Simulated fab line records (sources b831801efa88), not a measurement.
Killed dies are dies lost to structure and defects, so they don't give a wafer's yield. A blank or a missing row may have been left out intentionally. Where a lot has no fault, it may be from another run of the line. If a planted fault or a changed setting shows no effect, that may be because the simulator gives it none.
Struck lot and sound lot, side by side ; flow sfq_line ; 19 out of 325 route steps
Sound: the wafers L490.1, L490.3, L490.4. Struck: wafers L484.1, L484.4, L484.5. The cause comes at the end.
Per side, at each step with rows, come the tool, then ch with its chambers, and then its first start. Under that, the readings that differ: sound wafers ; struck wafers ; difference of the means ; sigmas: that difference in standard deviations of wafers without a fault.
alike: readings with means less than 2 such deviations apart, plus words and numbers identical on both sides. not compared: withheld readings, readings lacking a value on some wafer, bounds such as >300 that could conceal the same value, and numbers that have no deviation in the record and whose values overlap.
The two part at a step that has a row with sigmas, a row that says differs or no value, or rows on one side only. Numbers that don't overlap but have no deviation are shown without sigmas and don't part them. A reading missing from all wafers of one side parts the sides only when that side holds two or more wafers.

SFQ_M4_OVL_MEAS_926:
  sound: overlay-01 at day 60 22:04; struck: overlay-01 at day 53 09:02
  alike: M4_OVL
then, 1 step without rows for these wafers: SFQ_TRILAYER_M4_BARC_OPEN_METAL_ETCH_123 (etches BARC in O2, target depth 125 nm, time 41.7 s).
SFQ_TRILAYER_M4_ETCH_METAL_ETCH_096: etches Nb in Cl2/Ar, stops on SiO2, target depth 240 nm, time 120 s.
  sound on rie_metal-03 ch 0,1, day 60 22:10; struck on rie_metal-02 ch 0, day 53 09:07
reading;sound;struck;difference;sigmas
oes_product_au (a.u.);0.904 0.902 0.903;0.890 0.883 0.893;-0.014;-2
  alike: chamber_pressure_mTorr, drypump_motor_current_A
  not compared: rf_hours_counter_h
SFQ_TRILAYER_M4_STRIP_STRIP_097: strips in O2.
  sound on rie_metal-03 ch 0,1, day 60 22:17; struck on rie_metal-02 ch 0, day 53 09:15
  alike: chamber_pressure_mTorr, drypump_motor_current_A, oes_product_au
  not compared: rf_hours_counter_h
then, 1 step without rows for these wafers: SFQ_TRILAYER_M4_STRIP_SOLV_CLEAN_098 (cleans in NMP, time 600 s).
SFQ_TRILAYER_I4_DEP_PECVD_099: deposits SiO2 from SiH4/N2O, time 111.11 s, target thk 500 nm.
  sound on pecvd-04 ch 1,2, day 60 23:04; struck on pecvd-02 ch 0,2, day 53 10:01
  alike: heater_power_w, susceptor_temp_C, throttle_valve_pct
then, 1 step without rows for these wafers: SFQ_TRILAYER_I4_CMP_CMP_100 (polishes SiO2).
SFQ_I4_BOW_MEAS_927:
  sound: film_metro-01 at day 61 04:21; struck: film_metro-01 at day 53 13:06
  alike: I4_BOW
SFQ_TRILAYER_I4_METRO_MEASURE_101:
  sound: film_metro-01 at day 61 04:28; struck: film_metro-01 at day 53 13:13
  alike: thk_nm
then, 3 steps without rows for these wafers: SFQ_TRILAYER_I4_VIA_LITHO_COAT_108 (resist thk 62 nm); SFQ_TRILAYER_I4_VIA_LITHO_COAT_103 (resist thk 650 nm); SFQ_TRILAYER_I4_VIA_LITHO_SOFTBAKE_107.
SFQ_TRILAYER_I4_VIA_LITHO_EXPOSE_104: exposes mask I4, target cd 700 nm.
  sound on krf_scanner-01 ch 0, day 61 15:29; struck on krf_scanner-01 ch 0, day 53 15:19
  alike: mask
then, 2 steps without rows for these wafers: SFQ_TRILAYER_I4_VIA_LITHO_PEB_106 (peb time 60 s); SFQ_TRILAYER_I4_VIA_LITHO_DEVELOP_105 (time 60 s).
SFQ_I4_OVL_MEAS_928:
  sound: overlay-01 at day 61 16:59; struck: overlay-01 at day 53 16:49
  alike: I4_OVL
SFQ_TRILAYER_I4_VIA_BARC_OPEN_VIA_ETCH_146: etches BARC in O2, target depth 125 nm, time 41.7 s.
  sound on rie_diel-01 ch 0,2, day 61 17:01; struck on rie_diel-04 ch 0,2, day 53 16:52
reading;sound;struck;difference;sigmas
model.I4.cd_nm (nm);697.5 699.7 700.1;706.6 700.3 705.6;+5.1;
  alike: chamber_pressure_mTorr, drypump_motor_current_A, oes_product_au
  not compared: rf_hours_counter_h
SFQ_TRILAYER_I4_VIA_ETCH_VIA_ETCH_106: etches SiO2 in CHF3, stops on Nb, target depth 260 nm.
  sound on rie_diel-01 ch 0,2, day 61 17:03; struck on rie_diel-04 ch 0,2, day 53 16:54
reading;sound;struck;difference;sigmas
model.I4.cd_nm (nm);699.3 698.6 699.6;706 701.2 707.1;+6;
  alike: chamber_pressure_mTorr, drypump_motor_current_A, oes_product_au
SFQ_TRILAYER_I4_VIA_STRIP_STRIP_107: strips in O2.
  sound on rie_metal-02 ch 0,1, day 61 17:10; struck on rie_metal-01 ch 0,1, day 53 17:01
  alike: chamber_pressure_mTorr, drypump_motor_current_A, oes_product_au
  not compared: rf_hours_counter_h

WHERE THEY PART
Only at SFQ_TRILAYER_M4_ETCH_METAL_ETCH_096, as far as this record shows. Later steps at which nothing parts them and some readings are alike: SFQ_TRILAYER_M4_STRIP_STRIP_097, SFQ_TRILAYER_I4_DEP_PECVD_099, SFQ_I4_BOW_MEAS_927, SFQ_TRILAYER_I4_METRO_MEASURE_101, SFQ_TRILAYER_I4_VIA_LITHO_EXPOSE_104, SFQ_I4_OVL_MEAS_928, SFQ_TRILAYER_I4_VIA_BARC_OPEN_VIA_ETCH_146, SFQ_TRILAYER_I4_VIA_ETCH_VIA_ETCH_106, SFQ_TRILAYER_I4_VIA_STRIP_STRIP_107.

WHY: what the simulator had put in
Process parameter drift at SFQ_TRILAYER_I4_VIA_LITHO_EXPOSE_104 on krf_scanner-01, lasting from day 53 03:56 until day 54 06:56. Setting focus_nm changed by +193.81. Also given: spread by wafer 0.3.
